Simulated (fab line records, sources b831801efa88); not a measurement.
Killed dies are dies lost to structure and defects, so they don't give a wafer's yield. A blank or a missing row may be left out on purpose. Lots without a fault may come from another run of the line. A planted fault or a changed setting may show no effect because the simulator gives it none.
A struck lot beside a sound one | flow sfq_line | 14 steps out of a route of 325
Sound: wafers L741.1, L741.4, L741.5. Struck: wafers L750.2, L750.4, L750.6. The cause comes at the end.
At each step with rows: each side's tool, then ch and its chambers, then its first start. Under that, the readings that differ: sound wafers | struck wafers | difference of the means | sigmas: that difference in standard deviations of wafers without a fault.
alike: readings whose means differ by less than 2 such deviations, and words and numbers that are the same on both sides. not compared: withheld readings, readings that some wafer has no value for, bounds like >300 that may hide the same value, and numbers for which the record gives no deviation and whose values overlap.
The two part at a step that has a row with sigmas, a row that says differs or no value, or rows on one side only. Numbers that don't overlap but have no deviation are shown without sigmas and don't part them. A reading that every wafer of one side lacks parts them only if that side has two wafers or more.

first, 6 steps without rows for these wafers: SFQ_TRILAYER_L0_VIA_LITHO_COAT_018 (resist thk 62 nm); SFQ_TRILAYER_L0_VIA_LITHO_COAT_013 (resist thk 650 nm); SFQ_TRILAYER_L0_VIA_LITHO_SOFTBAKE_017; SFQ_TRILAYER_L0_VIA_LITHO_EXPOSE_014 (exposes mask L0V, target cd 700 nm); SFQ_TRILAYER_L0_VIA_LITHO_PEB_016 (peb time 60 s); SFQ_TRILAYER_L0_VIA_LITHO_DEVELOP_015 (time 60 s).
SFQ_L0V_OVL_MEAS_903:
  sound on overlay-01, day 9 05:00; struck on overlay-02, day 12 00:17
  alike: L0V_OVL
SFQ_TRILAYER_L0_VIA_BARC_OPEN_VIA_ETCH_021: etches BARC in O2, target depth 125 nm, time 41.7 s.
  sound on rie_diel-04 ch 1,3, day 9 05:02; struck on rie_diel-03 ch 0,1, day 12 00:19
  alike: drypump_motor_current_A, oes_product_au
  not compared: rf_hours_counter_h
SFQ_TRILAYER_L0_VIA_ETCH_VIA_ETCH_016: etches SiO2 in CHF3, stops on MoNx KI, target depth 80 nm.
  sound on rie_diel-04 ch 1,3, day 9 05:04; struck on rie_diel-03 ch 0,1, day 12 00:22
  alike: drypump_motor_current_A, oes_product_au
SFQ_TRILAYER_L0_VIA_STRIP_STRIP_017: strips in O2.
  sound on rie_metal-02 ch 0,1, day 9 05:07; struck on rie_metal-01 ch 0,1, day 12 00:25
  alike: drypump_motor_current_A, oes_product_au
  not compared: rf_hours_counter_h
then, 2 steps without rows for these wafers: SFQ_TRILAYER_L0_VIA_STRIP_SOLV_CLEAN_018 (cleans in NMP, time 600 s); SFQ_TRILAYER_M0_DEP_PRE_CLEAN_020 (time 15 s).
SFQ_TRILAYER_M0_DEP_SPUTTER_019: material Nb, target thk 200 nm, time 133.3 s.
  sound on pvd_sputter-05, day 9 05:55; struck on pvd_sputter-05, day 12 01:13
  reading                                             | sound             | struck            | difference | sigmas
  model.Nb_of_TRILAYER_M0_DEP_SPUTTER_019.thk_nm (nm) | 201.7 201.1 204.3 | 370.5 367.9 372.3 | +167.9     |
  alike: throttle_valve_pct
SFQ_M0_RS_MEAS_904: measures by four-point-probe.
  sound on film_metro-01, day 9 06:01; struck on film_metro-02, day 12 01:37
  reading           | sound             | struck            | difference | sigmas
  M0_NB_RS (ohm/sq) | 0.882 0.882 0.870 | 0.477 0.484 0.476 | -0.399     | -36
  not compared: hold

WHERE THEY PART
Only at SFQ_M0_RS_MEAS_904, within this record.

WHY: what the simulator had put in
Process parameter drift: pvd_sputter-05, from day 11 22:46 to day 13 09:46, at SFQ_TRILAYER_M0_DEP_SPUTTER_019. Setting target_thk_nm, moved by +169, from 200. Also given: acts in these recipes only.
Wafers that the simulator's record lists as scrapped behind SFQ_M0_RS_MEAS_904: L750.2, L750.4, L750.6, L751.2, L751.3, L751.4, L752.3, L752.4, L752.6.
